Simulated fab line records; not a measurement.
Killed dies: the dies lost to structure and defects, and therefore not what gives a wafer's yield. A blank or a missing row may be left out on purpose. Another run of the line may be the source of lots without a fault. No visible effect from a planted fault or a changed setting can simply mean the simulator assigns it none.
Which tool is to blame? | flow gf180mcu | Sampling: 7 lots, 21 wafers, 2 of 602 route steps

== WHAT THE GAUGES READ, wafer by wafer ==
GF_V1_THK_MEAS_01.
lot  | measured     | on           | V1_CVD_00_THK (nm)
L576 | day 18 07:45 | filmMetro-01 | 602 597 607
L580 | day 19 17:53 | filmMetro-01 | 608 617 615
L582 | day 20 10:33 | filmMetro-02 | 607 601 610
L584 | day 21 03:26 | filmMetro-03 | 605 600 600
L586 | day 22 02:25 | filmMetro-01 | 592 602 600
L588 | day 23 00:53 | filmMetro-01 | 607 610 597
L590 | day 23 10:01 | filmMetro-02 | 606 604 609

== WHICH TOOL RAN EACH LOT (tool, then ch and the chambers of the sampled wafers, then the start) ==
lot  | GF_MVSD_DEVELOP_06
L576 | lithoTrack-01 ch 0, day 5 03:00
L580 | lithoTrack-03 ch 0, day 6 03:00
L582 | lithoTrack-03 ch 0, day 6 16:00
L584 | lithoTrack-03 ch 0, day 7 01:00
L586 | lithoTrack-03 ch 0, day 7 13:00
L588 | lithoTrack-02, day 8 03:00
L590 | lithoTrack-01 ch 0, day 8 12:00
- GF_MVSD_DEVELOP_06: develop time 60 s.

== THE ANSWER, worked out from the rows above alone ==
Rule: what is usual is taken from the lots themselves. The widest of any qualifying gaps counts: lots, ordered by their means at a reading, are off when they make up no more than a third of the lots, leave a main group of 4 or more, and stand apart from it by 3 or more times the standard deviation of that group's means. The tables above print the reading to a certain number of digits; a main group whose means all agree to those digits is not used. Also off: a lot with no number at a reading for which 4 or more lots have one. Where the step has rows for the other lots, those lots are counted as sound.
Nothing can be told from this: no lot is off at any reading shown.

== WHAT HAD BEEN PUT IN BY THE SIMULATOR ==
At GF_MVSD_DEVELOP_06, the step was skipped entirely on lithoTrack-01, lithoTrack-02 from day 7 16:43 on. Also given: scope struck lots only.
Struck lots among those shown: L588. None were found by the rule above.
